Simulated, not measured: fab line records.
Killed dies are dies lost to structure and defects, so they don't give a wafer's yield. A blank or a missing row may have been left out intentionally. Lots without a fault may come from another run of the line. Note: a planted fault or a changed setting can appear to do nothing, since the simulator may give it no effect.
What tool caused it?    flow sky130    Sampling: 12 lots, 36 wafers, 6 of 708 route steps

== WHAT THE GAUGES SHOWED, per wafer ==
SKY_NWELL_TW_MEAS_15.
lot   measured      on             NWELL_TW
L682  day 4 11:17   film metro-01  1782 1784 1785
L683  day 4 21:47   film metro-01  1791 1789 1791
L686  day 5 15:43   film metro-03  1807 1801 1803
L688  day 6 02:47   film metro-02  1804 1813 1808
L689  day 6 08:36   film metro-01  1787 1793 1787
L692  day 6 22:14   film metro-02  1811 1812 1823
L700  day 8 20:43   film metro-03  1685 1676 1682
L701  day 9 05:02   film metro-01  1682 1684 1686
L702  day 9 10:01   film metro-02  1810 1807 1815
L703  day 9 16:11   film metro-02  1815 1815 1810
L704  day 9 20:41   film metro-02  1818 1816 1815
L705  day 10 15:55  film metro-03  1804 1796 1801

SKY_NWELL_RS_MEAS_29: the measuring method here is four-point-probe.
lot   measured      on             NWELL_RS (ohm/sq)
L682  day 5 05:01   film metro-01  623.7 624.0 623.5
L683  day 5 16:18   film metro-03  621.9 624.5 621.4
L686  day 6 10:09   film metro-02  625.6 625.2 624.4
L688  day 6 22:23   film metro-01  624.2 622.7 626.5
L689  day 7 03:46   film metro-02  623.8 624.0 624.4
L692  day 7 19:05   film metro-03  623.4 623.7 623.3
L700  day 9 18:11   film metro-01  714.2 716.0 712.8
L701  day 10 04:02  film metro-01  718.6 717.4 717.1
L702  day 10 08:39  film metro-01  623.5 623.9 624.6
L703  day 10 14:55  film metro-01  622.0 622.7 623.2
L704  day 10 19:44  film metro-01  623.8 620.9 623.4
L705  day 11 15:02  film metro-03  624.9 623.9 625.3

SKY_METAL1_OVL_MEAS_16.
lot   measured      on          METAL1_OVL (nm)
L682  day 32 17:37  overlay-02  -1 8 12
L683  day 33 06:43  overlay-01  -3 -1 0
L686  day 34 10:07  overlay-02  3 2 3
L688  day 34 21:23  overlay-02  8 3 10
L689  day 35 08:56  overlay-02  7 4 1
L692  day 36 01:11  overlay-01  4 0 0
L700  day 38 11:28  overlay-01  13 13 10
L701  day 38 21:07  overlay-01  5 4 8
L702  day 39 03:51  overlay-01  8 10 6
L703  day 39 10:14  overlay-01  10 12 8
L704  day 39 15:42  overlay-02  13 7 7
L705  day 40 12:25  overlay-02  8 4 13

SKY_VIA2_BOW_MEAS_03.
lot   measured      on             VIA2_BOW (um)
L682  day 35 02:46  film metro-03  91 81 90
L683  day 35 16:50  film metro-03  78 85 85
L686  day 36 18:33  film metro-03  85 86 87
L688  day 37 04:41  film metro-04  87 90 91
L689  day 37 17:05  film metro-01  84 77 80
L692  day 38 07:48  film metro-04  84 97 97
L700  day 40 17:44  film metro-03  98 89 95
L701  day 41 02:59  film metro-03  92 87 87
L702  day 41 09:32  film metro-04  95 85 87
L703  day 41 15:49  film metro-03  76 83 87
L704  day 42 00:32  film metro-03  89 80 76
L705  day 42 15:50  film metro-04  97 97 88

== WHAT TOOL EACH LOT RAN ON (gives the tool, then ch and the chambers of the sampled wafers, and finally the start) ==
lot   SKY_NWELL_IMPLANT_11             SKY_CONTACT_ETCH_17
L682  implanter-03 ch 0, day 4 10:45   rie diel-02 ch 1,3, day 31 12:50
L683  implanter-04 ch 0, day 4 21:16   rie diel-03 ch 0,2,3, day 32 02:07
L686  implanter-03 ch 0, day 5 15:10   rie diel-03 ch 0,2, day 33 05:56
L688  implanter-03 ch 0, day 6 02:16   rie diel-04 ch 1,2,3, day 33 17:38
L689  implanter-03 ch 0, day 6 08:05   rie diel-04 ch 0,1,2, day 34 05:29
L692  implanter-03 ch 0, day 6 21:43   rie diel-03 ch 0,1, day 34 20:23
L700  implanter-03 ch 0, day 8 20:10   rie diel-02 ch 0,1,2, day 37 07:43
L701  implanter-03 ch 0, day 9 04:31   rie diel-02 ch 0,1,2, day 37 18:26
L702  implanter-01 ch 0, day 9 09:28   rie diel-03 ch 0,1,2, day 38 00:56
L703  implanter-01 ch 0, day 9 15:40   rie diel-03 ch 0,3, day 38 07:05
L704  implanter-01 ch 0, day 9 20:08   rie diel-03 ch 0,3, day 38 13:02
L705  implanter-04 ch 0, day 10 15:22  rie diel-03 ch 0,1,3, day 39 09:56
- SKY_NWELL_IMPLANT_11
- SKY_CONTACT_ETCH_17: etches SiO2 in C4F8/O2/Ar, stops on Si3N4, target depth 340 nm.

== AS READ BY THE TOOLS THEMSELVES (means over the sampled wafers that have a number; for cases with no such wafer, the mark the record gives instead) ==
SKY_NWELL_IMPLANT_11.
lot   tool          beam on s (s)  faraday current uA
L682  implanter-03  10.00          107.4
L683  implanter-04  10.06          106.6
L686  implanter-03  10.09          106.4
L688  implanter-03  9.89           108.2
L689  implanter-03  9.92           107.9
L692  implanter-03  9.87           108.8
L700  implanter-03  7.64           140.3
L701  implanter-03  7.56           142.1
L702  implanter-01  9.91           108.1
L703  implanter-01  10.03          106.9
L704  implanter-01  9.96           107.6
L705  implanter-04  10.06          106.4

SKY_CONTACT_ETCH_17.
lot   tool         oes product au (a.u.)
L682  rie diel-02  0.890
L683  rie diel-03  0.891
L686  rie diel-03  0.890
L688  rie diel-04  0.895
L689  rie diel-04  0.892
L692  rie diel-03  0.893
L700  rie diel-02  0.894
L701  rie diel-02  0.888
L702  rie diel-03  0.896
L703  rie diel-03  0.895
L704  rie diel-03  0.893
L705  rie diel-03  0.891

== THE ANSWER, worked out from the rows above alone ==
Rule: usual is defined by the lots themselves. The widest of any qualifying gaps counts: lots, ordered by their means at a reading, are off when they make up no more than a third of the lots, leave a main group of 4 or more, and stand apart from it by 3 or more times the standard deviation of that group's means. The tables above print the reading to a certain number of digits; a main group whose means all agree to those digits is not used. A lot without any number at a reading at which 4 lots or more have one is off too. Where the step has rows for the other lots, those lots are counted as sound. The gauges are gone through in route order, then the tools' own readings, and for those a lot's mean is taken as printed above. At the first step where some lot is off, the reading lying furthest off is the one used; lots without a number count as furthest.
Off: L700, L701, at SKY_NWELL_TW_MEAS_15 (NWELL_TW). Mean 1803 and standard deviation 11 in the main group.
If a tool, at a process step before that reading, ran all the lots that are off and no sound lot after the first of them, it fits. The gauges at SKY_NWELL_TW_MEAS_15 aren't tried: what is off there is off at SKY_NWELL_IMPLANT_11 too, on other tools, and a gauge's error can't cause that. One candidate fits, namely implanter-03 at SKY_NWELL_IMPLANT_11. A fault onset in the window from L692 (day 6 21:43, its last sound lot) to L700 (day 8 20:10, its first lot off) fits.
The tool's own readings at SKY_NWELL_IMPLANT_11 bear it out: on the lots that are off they differ by more than 5 times the standard deviation of the sound lots' means. beam on s reads 7.60 s there against 9.98 s on the sound lots; faraday current uA reads 141.2 there against 107.4 on the sound lots.

== WHAT THE SIMULATOR HAD INSERTED ==
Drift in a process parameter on implanter-03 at SKY_NWELL_IMPLANT_11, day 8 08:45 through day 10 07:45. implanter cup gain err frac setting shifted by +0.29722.
Shown lots that were struck: L700, L701. The rule given above showed the same thing.
